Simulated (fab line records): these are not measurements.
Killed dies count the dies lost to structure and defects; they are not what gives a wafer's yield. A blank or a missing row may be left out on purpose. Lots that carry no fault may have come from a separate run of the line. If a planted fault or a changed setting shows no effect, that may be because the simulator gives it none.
Split-lot experiment / flow sky130 / 5 lots, 23 wafers read, on a route of 708 steps

== ABOUT THE SPLIT ==
At SKY_METAL2_SPUTTER_01 (material TiN, target thk 20 nm, time 16.7 s), the setting time_s was moved away from the recipe's 16.7 s on 11 of the 23 wafers read, by +6.5% to +9.8%. For the rest of the wafers, this setting stayed at what the recipe calls for.

The reading comes from the split's own step.

== THE READING ==
TiN_of_METAL2_SPUTTER_01.thk_nm (the simulator's own value, which no gauge read), in nm, at SKY_METAL2_SPUTTER_01 (material TiN, target thk 20 nm, time 16.7 s). No usual value for it is given in the file. Across the 12 wafers here that went through the recipe, the average is 20.07 nm and the standard deviation 0.2 nm.

wafer=L077.1; tool, chamber at the split=pvd_sputter-03, -; time_s as run, s=16.7; against the recipe=recipe; TiN_of_METAL2_SPUTTER_01.thk_nm, nm=19.97; against lot-mates on the recipe=-
wafer=L077.2; tool, chamber at the split=pvd_sputter-03, -; time_s as run, s=17.79; against the recipe=+6.5%; TiN_of_METAL2_SPUTTER_01.thk_nm, nm=21.32; against lot-mates on the recipe=+1.39
wafer=L077.3; tool, chamber at the split=pvd_sputter-03, -; time_s as run, s=17.79; against the recipe=+6.5%; TiN_of_METAL2_SPUTTER_01.thk_nm, nm=21.16; against lot-mates on the recipe=+1.23
wafer=L077.4; tool, chamber at the split=pvd_sputter-03, -; time_s as run, s=16.7; against the recipe=recipe; TiN_of_METAL2_SPUTTER_01.thk_nm, nm=19.9; against lot-mates on the recipe=-
wafer=L077.6; tool, chamber at the split=pvd_sputter-03, -; time_s as run, s=17.79; against the recipe=+6.5%; TiN_of_METAL2_SPUTTER_01.thk_nm, nm=21.11; against lot-mates on the recipe=+1.18
wafer=L078.2; tool, chamber at the split=pvd_sputter-03, -; time_s as run, s=17.9; against the recipe=+7.2%; TiN_of_METAL2_SPUTTER_01.thk_nm, nm=21.66; against lot-mates on the recipe=+1.30
wafer=L078.3; tool, chamber at the split=pvd_sputter-03, -; time_s as run, s=16.7; against the recipe=recipe; TiN_of_METAL2_SPUTTER_01.thk_nm, nm=20.29; against lot-mates on the recipe=-
wafer=L078.4; tool, chamber at the split=pvd_sputter-03, -; time_s as run, s=16.7; against the recipe=recipe; TiN_of_METAL2_SPUTTER_01.thk_nm, nm=20.42; against lot-mates on the recipe=-
wafer=L078.5; tool, chamber at the split=pvd_sputter-03, -; time_s as run, s=17.9; against the recipe=+7.2%; TiN_of_METAL2_SPUTTER_01.thk_nm, nm=22.03; against lot-mates on the recipe=+1.68
wafer=L078.6; tool, chamber at the split=pvd_sputter-03, -; time_s as run, s=17.9; against the recipe=+7.2%; TiN_of_METAL2_SPUTTER_01.thk_nm, nm=21.78; against lot-mates on the recipe=+1.43
wafer=L080.2; tool, chamber at the split=pvd_sputter-03, -; time_s as run, s=16.7; against the recipe=recipe; TiN_of_METAL2_SPUTTER_01.thk_nm, nm=20.02; against lot-mates on the recipe=-
wafer=L080.4; tool, chamber at the split=pvd_sputter-03, -; time_s as run, s=16.7; against the recipe=recipe; TiN_of_METAL2_SPUTTER_01.thk_nm, nm=19.72; against lot-mates on the recipe=-
wafer=L080.5; tool, chamber at the split=pvd_sputter-03, -; time_s as run, s=16.7; against the recipe=recipe; TiN_of_METAL2_SPUTTER_01.thk_nm, nm=19.76; against lot-mates on the recipe=-
wafer=L083.1; tool, chamber at the split=pvd_sputter-01, -; time_s as run, s=16.7; against the recipe=recipe; TiN_of_METAL2_SPUTTER_01.thk_nm, nm=20.27; against lot-mates on the recipe=-
wafer=L083.2; tool, chamber at the split=pvd_sputter-01, -; time_s as run, s=17.88; against the recipe=+7.1%; TiN_of_METAL2_SPUTTER_01.thk_nm, nm=21.52; against lot-mates on the recipe=+1.36
wafer=L083.3; tool, chamber at the split=pvd_sputter-01, -; time_s as run, s=17.88; against the recipe=+7.1%; TiN_of_METAL2_SPUTTER_01.thk_nm, nm=21.33; against lot-mates on the recipe=+1.16
wafer=L083.4; tool, chamber at the split=pvd_sputter-01, -; time_s as run, s=16.7; against the recipe=recipe; TiN_of_METAL2_SPUTTER_01.thk_nm, nm=20.06; against lot-mates on the recipe=-
wafer=L083.5; tool, chamber at the split=pvd_sputter-01, -; time_s as run, s=17.88; against the recipe=+7.1%; TiN_of_METAL2_SPUTTER_01.thk_nm, nm=21.57; against lot-mates on the recipe=+1.41
wafer=L084.1; tool, chamber at the split=pvd_sputter-04, -; time_s as run, s=16.7; against the recipe=recipe; TiN_of_METAL2_SPUTTER_01.thk_nm, nm=20.18; against lot-mates on the recipe=-
wafer=L084.2; tool, chamber at the split=pvd_sputter-04, -; time_s as run, s=18.33; against the recipe=+9.8%; TiN_of_METAL2_SPUTTER_01.thk_nm, nm=21.75; against lot-mates on the recipe=+1.62
wafer=L084.3; tool, chamber at the split=pvd_sputter-04, -; time_s as run, s=16.7; against the recipe=recipe; TiN_of_METAL2_SPUTTER_01.thk_nm, nm=20.1; against lot-mates on the recipe=-
wafer=L084.6; tool, chamber at the split=pvd_sputter-04, -; time_s as run, s=16.7; against the recipe=recipe; TiN_of_METAL2_SPUTTER_01.thk_nm, nm=20.1; against lot-mates on the recipe=-
wafer=L084.4; tool, chamber at the split=pvd_sputter-04, -; time_s as run, s=18.33; against the recipe=+9.8%; TiN_of_METAL2_SPUTTER_01.thk_nm, nm=22.3; against lot-mates on the recipe=+2.17

THE FIT
A straight line over all 23 wafers: TiN_of_METAL2_SPUTTER_01.thk_nm changes by +0.206 nm for each +1% of time_s; r = +0.96; the points scatter about the line by 0.23 nm.
The same after taking each lot's own level away (the mean of its wafers on the recipe; 23 wafers): +0.195 nm for each +1%; r = +0.98; scatter 0.14 nm.
According to that fit, moving time_s by its largest amount changes the reading by 1.9 nm.
The span of the lots' own levels, 19.833 to 20.355 nm, comes to 2.6 times the standard deviation stated above.
So the lot-to-lot level changes the slope little: the two slopes agree.
Check: +1.95 nm against its lot-mates is what the line predicts for one of the wafers moved furthest among these (+9.8%) when that wafer is left out of the fit. It came out at +1.62 nm against them.

== FILE'S OWN FIT ==
TiN_of_METAL2_SPUTTER_01.thk_nm changes by +0.195 nm for each +1% of time_s, r = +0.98.
